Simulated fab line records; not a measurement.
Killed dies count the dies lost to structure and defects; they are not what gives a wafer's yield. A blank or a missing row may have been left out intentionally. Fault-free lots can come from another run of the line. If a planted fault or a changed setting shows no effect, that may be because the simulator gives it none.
What tool caused it? / flow sky130 / 12 lots with 36 wafers sampled at 5 steps, on a route of 708 steps

== WHAT THE GAUGES READ, wafer by wafer ==
No reading from a measuring or inspecting step in the record can be judged against a usual standard deviation.

== TOOL THAT RAN EACH LOT (tool first, then ch and the chambers of the sampled wafers, then the start) ==
lot=L590; SKY_LI_CONTACT_CMP_02=cmp-02 ch 0,1, day 28 06:51; SKY_LI_CONTACT_ETCH_15=rie diel-03 ch 2,3, day 29 12:11; SKY_LI_CONTACT_STRIP_16=plasma asher-01 ch 0,1, day 29 12:18; SKY_LOCAL_INTERCONNECT_SPUTTER_00=pvd sputter-01, day 29 13:18; SKY_CONTACT_ETCH_18=rie diel-04 ch 1,2, no start
lot=L591; SKY_LI_CONTACT_CMP_02=cmp-02 ch 0,1,3, day 28 13:44; SKY_LI_CONTACT_ETCH_15=rie diel-01 ch 0,2,3, day 29 17:52; SKY_LI_CONTACT_STRIP_16=plasma asher-04 ch 0,1, day 29 17:59; SKY_LOCAL_INTERCONNECT_SPUTTER_00=pvd sputter-01, day 29 18:59; SKY_CONTACT_ETCH_18=rie diel-03 ch 0,1, no start
lot=L592; SKY_LI_CONTACT_CMP_02=cmp-01 ch 0,1, day 28 17:13; SKY_LI_CONTACT_ETCH_15=rie diel-03 ch 0,2, day 29 22:04; SKY_LI_CONTACT_STRIP_16=plasma asher-04 ch 0,1, day 29 22:09; SKY_LOCAL_INTERCONNECT_SPUTTER_00=pvd sputter-04, day 29 23:11; SKY_CONTACT_ETCH_18=rie diel-04 ch 0,2,3, no start
lot=L594; SKY_LI_CONTACT_CMP_02=cmp-02 ch 1,3, day 30 00:59; SKY_LI_CONTACT_ETCH_15=rie diel-01 ch 0,2,3, day 31 04:25; SKY_LI_CONTACT_STRIP_16=plasma asher-02 ch 0,1, day 31 04:30; SKY_LOCAL_INTERCONNECT_SPUTTER_00=pvd sputter-04, day 31 05:32; SKY_CONTACT_ETCH_18=rie diel-02 ch 1,2, no start
lot=L596; SKY_LI_CONTACT_CMP_02=cmp-02 ch 0,2,3, day 30 16:06; SKY_LI_CONTACT_ETCH_15=rie diel-02 ch 0,2,3, day 31 20:04; SKY_LI_CONTACT_STRIP_16=plasma asher-02 ch 0,1, day 31 20:09; SKY_LOCAL_INTERCONNECT_SPUTTER_00=pvd sputter-04, day 31 21:12; SKY_CONTACT_ETCH_18=rie diel-02 ch 0,1,2, no start
lot=L597; SKY_LI_CONTACT_CMP_02=cmp-02 ch 2,3, day 31 01:57; SKY_LI_CONTACT_ETCH_15=rie diel-01 ch 1,2, day 32 06:47; SKY_LI_CONTACT_STRIP_16=plasma asher-02 ch 0,1, day 32 06:54; SKY_LOCAL_INTERCONNECT_SPUTTER_00=pvd sputter-01, day 32 07:55; SKY_CONTACT_ETCH_18=rie diel-04 ch 2,3, no start
lot=L598; SKY_LI_CONTACT_CMP_02=cmp-02 ch 0,2,3, day 31 05:11; SKY_LI_CONTACT_ETCH_15=rie diel-03 ch 1,3, day 32 08:43; SKY_LI_CONTACT_STRIP_16=plasma asher-02 ch 0,1, day 32 08:48; SKY_LOCAL_INTERCONNECT_SPUTTER_00=pvd sputter-03, day 32 09:58; SKY_CONTACT_ETCH_18=rie diel-03 ch 0,1,3, no start
lot=L600; SKY_LI_CONTACT_CMP_02=cmp-02 ch 1,3, day 31 17:51; SKY_LI_CONTACT_ETCH_15=rie diel-02 ch 0,1,2, day 32 22:04; SKY_LI_CONTACT_STRIP_16=plasma asher-01 ch 0,1, day 32 22:09; SKY_LOCAL_INTERCONNECT_SPUTTER_00=pvd sputter-01, day 32 23:11; SKY_CONTACT_ETCH_18=rie diel-04 ch 1,3, no start
lot=L605; SKY_LI_CONTACT_CMP_02=cmp-01 ch 2,3, day 33 09:42; SKY_LI_CONTACT_ETCH_15=rie diel-03 ch 1,2,3, day 34 13:01; SKY_LI_CONTACT_STRIP_16=plasma asher-02 ch 0,1, day 34 13:06; SKY_LOCAL_INTERCONNECT_SPUTTER_00=pvd sputter-04, day 34 14:12; SKY_CONTACT_ETCH_18=rie diel-04 ch 0,1, no start
lot=L609; SKY_LI_CONTACT_CMP_02=cmp-02 ch 0,1,3, day 34 13:15; SKY_LI_CONTACT_ETCH_15=rie diel-03 ch 0,1,3, day 35 16:05; SKY_LI_CONTACT_STRIP_16=plasma asher-01 ch 0,1, day 35 16:10; SKY_LOCAL_INTERCONNECT_SPUTTER_00=pvd sputter-01, day 35 17:12; SKY_CONTACT_ETCH_18=rie diel-03 ch 1,2,3, no start
lot=L610; SKY_LI_CONTACT_CMP_02=cmp-02 ch 1,2, day 34 21:27; SKY_LI_CONTACT_ETCH_15=rie diel-02 ch 2,3, day 36 00:17; SKY_LI_CONTACT_STRIP_16=plasma asher-04 ch 0,1, day 36 00:23; SKY_LOCAL_INTERCONNECT_SPUTTER_00=pvd sputter-03, day 36 01:24; SKY_CONTACT_ETCH_18=rie diel-04 ch 1,2, no start
lot=L611; SKY_LI_CONTACT_CMP_02=cmp-01 ch 1,2, day 35 00:18; SKY_LI_CONTACT_ETCH_15=rie diel-03 ch 0,2, day 36 02:28; SKY_LI_CONTACT_STRIP_16=plasma asher-04 ch 1, day 36 02:33; SKY_LOCAL_INTERCONNECT_SPUTTER_00=pvd sputter-04, day 36 03:35; SKY_CONTACT_ETCH_18=rie diel-02 ch 0,2, no start
- SKY_LI_CONTACT_CMP_02: polishes PSG.
- SKY_LI_CONTACT_ETCH_15: etches PSG in C4F8/O2/Ar, stops on Si, target depth 600 nm.
- SKY_LI_CONTACT_STRIP_16: strips in O2/N2.
- SKY_LOCAL_INTERCONNECT_SPUTTER_00: material TiN, target thk 100 nm, time 83.3 s.
- SKY_CONTACT_ETCH_18: etches Si3N4 in CHF3/O2, stops on TiN, time 39 s, target depth 75 nm.

== AS READ BY THE TOOLS THEMSELVES (means over the sampled wafers that have a number; for cases with no such wafer, the mark the record gives instead) ==
SKY_LI_CONTACT_CMP_02.
lot=L590; tool=cmp-02; motor current A (A)=11.8; time to endpoint s (s)=36
lot=L591; tool=cmp-02; motor current A (A)=11.3; time to endpoint s (s)=35
lot=L592; tool=cmp-01; motor current A (A)=11.9; time to endpoint s (s)=32
lot=L594; tool=cmp-02; motor current A (A)=11.8; time to endpoint s (s)=43
lot=L596; tool=cmp-02; motor current A (A)=11.3; time to endpoint s (s)=34
lot=L597; tool=cmp-02; motor current A (A)=11.8; time to endpoint s (s)=39
lot=L598; tool=cmp-02; motor current A (A)=11.6; time to endpoint s (s)=36
lot=L600; tool=cmp-02; motor current A (A)=11.8; time to endpoint s (s)=39
lot=L605; tool=cmp-01; motor current A (A)=11.2; time to endpoint s (s)=36
lot=L609; tool=cmp-02; motor current A (A)=11.8; time to endpoint s (s)=36
lot=L610; tool=cmp-02; motor current A (A)=12.5; time to endpoint s (s)=37
lot=L611; tool=cmp-01; motor current A (A)=10.8; time to endpoint s (s)=38

SKY_LI_CONTACT_ETCH_15.
lot=L590; tool=rie diel-03; oes product au (a.u.)=0.836
lot=L591; tool=rie diel-01; oes product au (a.u.)=0.842
lot=L592; tool=rie diel-03; oes product au (a.u.)=0.836
lot=L594; tool=rie diel-01; oes product au (a.u.)=0.840
lot=L596; tool=rie diel-02; oes product au (a.u.)=0.832
lot=L597; tool=rie diel-01; oes product au (a.u.)=0.867
lot=L598; tool=rie diel-03; oes product au (a.u.)=0.866
lot=L600; tool=rie diel-02; oes product au (a.u.)=0.893
lot=L605; tool=rie diel-03; oes product au (a.u.)=0.835
lot=L609; tool=rie diel-03; oes product au (a.u.)=0.834
lot=L610; tool=rie diel-02; oes product au (a.u.)=0.835
lot=L611; tool=rie diel-03; oes product au (a.u.)=0.838

SKY_LI_CONTACT_STRIP_16.
lot=L590; tool=plasma asher-01; drypump motor current A (A)=6.2; oes product au (a.u.)=0.377; strip time to endpoint s (s)=3.50
lot=L591; tool=plasma asher-04; drypump motor current A (A)=5.3; oes product au (a.u.)=0.375; strip time to endpoint s (s)=3.51
lot=L592; tool=plasma asher-04; drypump motor current A (A)=5.3; oes product au (a.u.)=0.377; strip time to endpoint s (s)=3.58
lot=L594; tool=plasma asher-02; drypump motor current A (A)=5.4; oes product au (a.u.)=0.373; strip time to endpoint s (s)=3.50
lot=L596; tool=plasma asher-02; drypump motor current A (A)=5.5; oes product au (a.u.)=0.374; strip time to endpoint s (s)=3.49
lot=L597; tool=plasma asher-02; drypump motor current A (A)=5.4; oes product au (a.u.)=0.378; strip time to endpoint s (s)=3.46
lot=L598; tool=plasma asher-02; drypump motor current A (A)=5.5; oes product au (a.u.)=0.371; strip time to endpoint s (s)=3.48
lot=L600; tool=plasma asher-01; drypump motor current A (A)=6.2; oes product au (a.u.)=0.379; strip time to endpoint s (s)=3.45
lot=L605; tool=plasma asher-02; drypump motor current A (A)=5.4; oes product au (a.u.)=0.376; strip time to endpoint s (s)=3.49
lot=L609; tool=plasma asher-01; drypump motor current A (A)=5.8; oes product au (a.u.)=0.376; strip time to endpoint s (s)=3.48
lot=L610; tool=plasma asher-04; drypump motor current A (A)=5.3; oes product au (a.u.)=0.373; strip time to endpoint s (s)=3.50
lot=L611; tool=plasma asher-04; drypump motor current A (A)=5.3; oes product au (a.u.)=0.377; strip time to endpoint s (s)=3.51

SKY_LOCAL_INTERCONNECT_SPUTTER_00.
lot=L590; tool=pvd sputter-01; chamber pressure pa (Pa)=0.3996; throttle valve pct (%)=29.7
lot=L591; tool=pvd sputter-01; chamber pressure pa (Pa)=0.3999; throttle valve pct (%)=29.7
lot=L592; tool=pvd sputter-04; chamber pressure pa (Pa)=0.4000; throttle valve pct (%)=30.3
lot=L594; tool=pvd sputter-04; chamber pressure pa (Pa)=0.4000; throttle valve pct (%)=30.7
lot=L596; tool=pvd sputter-04; chamber pressure pa (Pa)=0.4005; throttle valve pct (%)=30.4
lot=L597; tool=pvd sputter-01; chamber pressure pa (Pa)=0.3993; throttle valve pct (%)=30.1
lot=L598; tool=pvd sputter-03; chamber pressure pa (Pa)=0.4002; throttle valve pct (%)=29.8
lot=L600; tool=pvd sputter-01; chamber pressure pa (Pa)=0.4005; throttle valve pct (%)=29.1
lot=L605; tool=pvd sputter-04; chamber pressure pa (Pa)=0.3995; throttle valve pct (%)=31.4
lot=L609; tool=pvd sputter-01; chamber pressure pa (Pa)=0.4002; throttle valve pct (%)=30.0
lot=L610; tool=pvd sputter-03; chamber pressure pa (Pa)=0.4002; throttle valve pct (%)=29.8
lot=L611; tool=pvd sputter-04; chamber pressure pa (Pa)=0.4000; throttle valve pct (%)=30.5

SKY_CONTACT_ETCH_18.
lot=L590; tool=rie diel-04; drypump motor current A (A)=6.5; oes product au (a.u.)=0.859; throttle valve pct (%)=8.796
lot=L591; tool=rie diel-03; drypump motor current A (A)=5.7; oes product au (a.u.)=0.849; throttle valve pct (%)=8.780
lot=L592; tool=rie diel-04; drypump motor current A (A)=6.2; oes product au (a.u.)=0.855; throttle valve pct (%)=8.803
lot=L594; tool=rie diel-02; drypump motor current A (A)=5.8; oes product au (a.u.)=0.855; throttle valve pct (%)=8.800
lot=L596; tool=rie diel-02; drypump motor current A (A)=5.5; oes product au (a.u.)=0.846; throttle valve pct (%)=8.792
lot=L597; tool=rie diel-04; drypump motor current A (A)=6.4; oes product au (a.u.)=0.853; throttle valve pct (%)=8.804
lot=L598; tool=rie diel-03; drypump motor current A (A)=5.9; oes product au (a.u.)=0.852; throttle valve pct (%)=8.800
lot=L600; tool=rie diel-04; drypump motor current A (A)=6.3; oes product au (a.u.)=0.844; throttle valve pct (%)=8.800
lot=L605; tool=rie diel-04; drypump motor current A (A)=5.9; oes product au (a.u.)=0.852; throttle valve pct (%)=8.789
lot=L609; tool=rie diel-03; drypump motor current A (A)=5.7; oes product au (a.u.)=0.857; throttle valve pct (%)=8.790
lot=L610; tool=rie diel-04; drypump motor current A (A)=6.4; oes product au (a.u.)=0.855; throttle valve pct (%)=8.799
lot=L611; tool=rie diel-02; drypump motor current A (A)=5.3; oes product au (a.u.)=0.854; throttle valve pct (%)=8.791

== THE ANSWER, worked out from the rows above alone ==
Rule: what is usual is taken from the lots themselves. The widest of any qualifying gaps counts: lots, ordered by their means at a reading, are off when they make up no more than a third of the lots, leave a main group of 4 or more, and stand apart from it by 3 or more times the standard deviation of that group's means. A main group whose means are all the same, to the digits that the tables above print for the reading, isn't used. Also off: a lot with no number at a reading for which 4 or more lots have one. All remaining lots with rows at the step are treated as sound. The gauges are gone through in route order, then the tools' own readings, and for those a lot's mean is taken as printed above. The first step at which some lot is off is used, and at that step the reading that is off furthest; a lot without a number counts as furthest.
Off: L597, L598, L600 (SKY_LI_CONTACT_ETCH_15, oes product au). For the main group the mean is 0.836 a.u. and the standard deviation 0.0029.
A tool fits if, at that step or a process step before it, it ran every lot that is off, and no sound lot after the first of them. No candidate that was tried fits.

== WHAT THE SIMULATOR HAD INSERTED ==
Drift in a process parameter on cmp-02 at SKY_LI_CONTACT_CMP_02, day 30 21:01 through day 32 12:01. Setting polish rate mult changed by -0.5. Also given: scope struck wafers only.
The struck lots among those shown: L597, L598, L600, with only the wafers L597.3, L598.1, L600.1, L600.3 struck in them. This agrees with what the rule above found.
